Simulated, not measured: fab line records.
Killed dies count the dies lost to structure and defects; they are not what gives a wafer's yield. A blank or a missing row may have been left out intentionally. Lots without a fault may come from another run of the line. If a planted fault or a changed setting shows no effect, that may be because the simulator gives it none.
A struck lot beside a sound one -- flow sky130 -- 17 steps out of a route of 708
Sound: wafers L999.1, L999.2, L999.5. Wafers struck: L995.2, L995.3, L995.4. The cause is named last.
At each step with rows: each side's tool, then ch and its chambers, then its first start. Under that, the readings that differ: sound wafers -- struck wafers -- difference of the means -- sigmas: that difference in standard deviations of wafers without a fault.
alike: readings whose means differ by less than 2 such deviations, and words and numbers that are the same on both sides. not compared: withheld readings, readings that some wafer has no value for, bounds like >300 that may hide the same value, and numbers for which the record gives no deviation and whose values overlap.
A row with sigmas, a row that says differs or no value, or rows on one side alone: a step with any of these is where the two part. When numbers do not overlap yet have no deviation, they are printed without sigmas and do not part them. Lack of a reading on every wafer of one side parts them only where that side has two or more wafers.

SKY_LDD_HVN_OVL_MEAS_07:
  sound on overlay-01 at day 25 05:25; struck on overlay-01 at day 23 18:53
  alike: LDD_HVN_OVL
then, 1 step without rows for these wafers: SKY_LDD_HVN_IMPLANT_08.
SKY_LDD_HVN_STRIP_09: strips in O2/N2.
  sound on plasma asher-04 ch 0,1, day 25 05:36; struck on plasma asher-03 ch 0,1, day 23 19:04
reading,sound,struck,difference,sigmas
drypump motor current A (A),5.4 5.0 5.4,6.5 6.1 6.5,+1.1,+2
  alike: oes product au, strip time to endpoint s
  not compared: rf hours counter h
SKY_LDD_HVN_TW_MEAS_10:
  sound on film metro-04 at day 25 05:42; struck on film metro-01 at day 23 19:10
  alike: LDD_HVN_TW
then, 7 steps without rows for these wafers: SKY_LDD_HVP_DEHYDRATE_00 (time 60 s); SKY_LDD_HVP_HMDS_01 (prime time 60 s); SKY_LDD_HVP_COAT_02 (resist thk 300 nm); SKY_LDD_HVP_SOFTBAKE_03 (time 60 s); SKY_LDD_HVP_EXPOSE_04 (exposes mask HVPTM, target cd 700 nm); SKY_LDD_HVP_PEB_05; SKY_LDD_HVP_DEVELOP_06 (develop time 60 s).
SKY_LDD_HVP_OVL_MEAS_07:
  sound on overlay-02 at day 26 10:32; struck on overlay-01 at day 25 00:57
  alike: LDD_HVP_OVL
SKY_LDD_HVP_IMPLANT_08:
  sound on implanter-01 ch 0, day 26 10:35; struck on implanter-02 ch 0, day 25 01:00
reading,sound,struck,difference,sigmas
beam energy keV,19.998 20.004 19.993,16.709 16.710 16.715,-3.287,-99 or more
model.implant.rp nm (nm),62.13 62.13 62.13,53.87 53.87 53.87,-8.26,
model.implant.drp nm (nm),28.53 28.53 28.53,25.06 25.06 25.06,-3.47,
  alike: dose ions cm2, tilt deg
SKY_LDD_HVP_STRIP_09: strips in O2/N2.
  sound on plasma asher-02 ch 0,1, day 26 10:44; struck on plasma asher-03 ch 0,1, day 25 01:08
reading,sound,struck,difference,sigmas
drypump motor current A (A),5.54 5.57 5.53,6.46 6.44 6.08,+0.78,+3
strip time to endpoint s (s),4.163 4.157 4.177,4.111 4.139 4.113,-0.045,-3
  alike: oes product au
  not compared: rf hours counter h
SKY_LDD_HVP_TW_MEAS_10:
  sound on film metro-01 at day 26 10:50; struck on film metro-01 at day 25 01:14
reading,sound,struck,difference,sigmas
LDD_HVP_TW,462 463 463,446 443 444,-18,-4
then, 1 step without rows for these wafers: SKY_LDD_LDN_DEHYDRATE_00 (time 60 s).
-- a jump in the record: the struck wafers' starts before and after are 23 days apart (it breaks off in module LDD_LDN and resumes in module PAD_OPEN, where the first step shown is number 708 of the route) --
SKY_PAD_OPEN_PROBE_99:
  sound on prober-02 at day 48 23:58; struck on prober-02 at day 48 04:08
reading,sound,struck,difference,sigmas
killed open,50 30 34,50 48 60,+15,+2
model.etest.tip_p_5v.rs ohm sq,2876 2859 2851,2939 2945 2946,+81,
  alike: killed_at_M0_to_M3, killed_at_M4_up, killed at contacts, killed at front end, killed at other, killed dies, killed short
  not compared: model.etest.pfet g5v0d10v5.off log10 a um, model.etest.pfet g5v0d10v5.vt sat v

WHERE THEY PART
First at SKY_LDD_HVN_STRIP_09; last, within this record, at SKY_PAD_OPEN_PROBE_99.

WHY: whatever the simulator had introduced
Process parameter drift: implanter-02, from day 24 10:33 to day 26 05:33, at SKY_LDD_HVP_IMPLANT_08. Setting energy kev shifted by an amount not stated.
